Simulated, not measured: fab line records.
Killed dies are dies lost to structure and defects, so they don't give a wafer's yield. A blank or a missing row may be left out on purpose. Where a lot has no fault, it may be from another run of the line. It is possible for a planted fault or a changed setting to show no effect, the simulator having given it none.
Which tool did it?	flow sky130	11 lots with 32 wafers sampled at 4 steps, on a route of 708 steps

== WHAT THE GAUGES SHOWED, per wafer ==
SKY_CONTACT_THK_MEAS_01.
lot	measured	on	CONTACT_CVD_00_THK (nm)
L209	day 30 11:04	filmMetro-01	72.7 73.8 75.4
L212	day 31 14:32	filmMetro-04	74.7 75.4 75.5
L215	day 32 10:29	filmMetro-02	75.4 74.7 76.4
L217	day 33 01:04	filmMetro-02	74.1 75.9 75.4
L224	day 35 21:41	filmMetro-04	74.3 135.0
L226	day 36 06:37	filmMetro-02	73.7 74.9 75.1
L227	day 36 11:13	filmMetro-04	133.0 75.6 136.1
L228	day 36 13:10	filmMetro-02	73.5 74.8 75.3
L230	day 37 05:28	filmMetro-04	74.8 75.2 74.8
L231	day 37 12:41	filmMetro-02	74.2 75.0 76.3
L232	day 37 17:31	filmMetro-01	72.9 75.4 74.4

== EACH LOT AND THE TOOL THAT RAN IT (in order: tool; ch and the chambers of the sampled wafers; start) ==
lot	SKY_LI_CONTACT_ETCH_14	SKY_LI_CONTACT_ETCH_15	SKY_CONTACT_CVD_00
L209	rieDiel-01 ch 0,1,2, day 29 04:37	rieDiel-01 ch 0,1,2, day 29 04:39	pecvd-02 ch 0,1, day 30 11:01
L212	rieDiel-02 ch 0,1,2, day 30 09:04	rieDiel-02 ch 0,1,2, day 30 09:07	pecvd-03 ch 0,2, day 31 14:29
L215	rieDiel-03 ch 0,2,3, day 31 05:07	rieDiel-03 ch 0,2,3, day 31 05:10	pecvd-03 ch 1,2, day 32 10:26
L217	rieDiel-01 ch 0,1,3, day 31 19:20	rieDiel-01 ch 0,1,3, day 31 19:23	pecvd-03 ch 0,1,2, day 33 01:02
L224	rieDiel-03 ch 2, day 34 17:32	rieDiel-03 ch 2, day 34 17:35	pecvd-03 ch 0, day 35 21:38
L226	rieDiel-01 ch 0,1,2, day 35 02:10	rieDiel-01 ch 0,1,2, day 35 02:12	pecvd-02 ch 0,2, day 36 06:34
L227	rieDiel-03 ch 0,3, day 35 07:07	rieDiel-03 ch 0,3, day 35 07:09	pecvd-03 ch 0,2, day 36 11:10
L228	rieDiel-01 ch 1,3, day 35 08:56	rieDiel-01 ch 1,3, day 35 08:59	pecvd-02 ch 0,2, day 36 13:07
L230	rieDiel-02 ch 1,2, day 36 01:37	rieDiel-02 ch 1,2, day 36 01:40	pecvd-04 ch 1,2, day 37 05:25
L231	rieDiel-01 ch 0,2,3, day 36 07:40	rieDiel-01 ch 0,2,3, day 36 07:43	pecvd-04 ch 0,1, day 37 12:39
L232	rieDiel-01 ch 1,2, day 36 13:02	rieDiel-01 ch 1,2, day 36 13:05	pecvd-04 ch 0,2, day 37 17:28
- SKY_LI_CONTACT_ETCH_14: etches BARC in N2/H2, stops on SiO2, time 45.9 s, target depth 60 nm.
- SKY_LI_CONTACT_ETCH_15: etches PSG in C4F8/O2/Ar, stops on Si, target depth 600 nm.
- SKY_CONTACT_CVD_00: deposits Si3N4, target thk 75 nm.

== THE ANSWER, worked out from the rows above alone ==
Rule: what is usual is taken from the lots themselves. Put in order of their means at a reading, lots are off if they are a third of the lots or fewer, leave a main group of 4 or more, and stand apart from it by a gap of 3 or more times the standard deviation of the main group's means; of several such gaps the widest counts. A main group is skipped when, at the precision printed for the reading in the tables above, its means are all equal. Also off: a lot with no number at a reading for which 4 or more lots have one. Where the step has rows for the other lots, those lots are counted as sound.
Off: L224, L227, at SKY_CONTACT_THK_MEAS_01 (CONTACT_CVD_00_THK). The main group: mean 74.8 nm, standard deviation 0.48.
A tool fits if, at a process step before that reading, it ran every lot that is off, and no sound lot after the first of them. Gauges at SKY_CONTACT_THK_MEAS_01: tried the same way as those tools. Can't be told from this: 2 tools fit, rieDiel-03 at SKY_LI_CONTACT_ETCH_14 and SKY_LI_CONTACT_ETCH_15, pecvd-03 at SKY_CONTACT_CVD_00.

== WHAT HAD BEEN PUT IN BY THE SIMULATOR ==
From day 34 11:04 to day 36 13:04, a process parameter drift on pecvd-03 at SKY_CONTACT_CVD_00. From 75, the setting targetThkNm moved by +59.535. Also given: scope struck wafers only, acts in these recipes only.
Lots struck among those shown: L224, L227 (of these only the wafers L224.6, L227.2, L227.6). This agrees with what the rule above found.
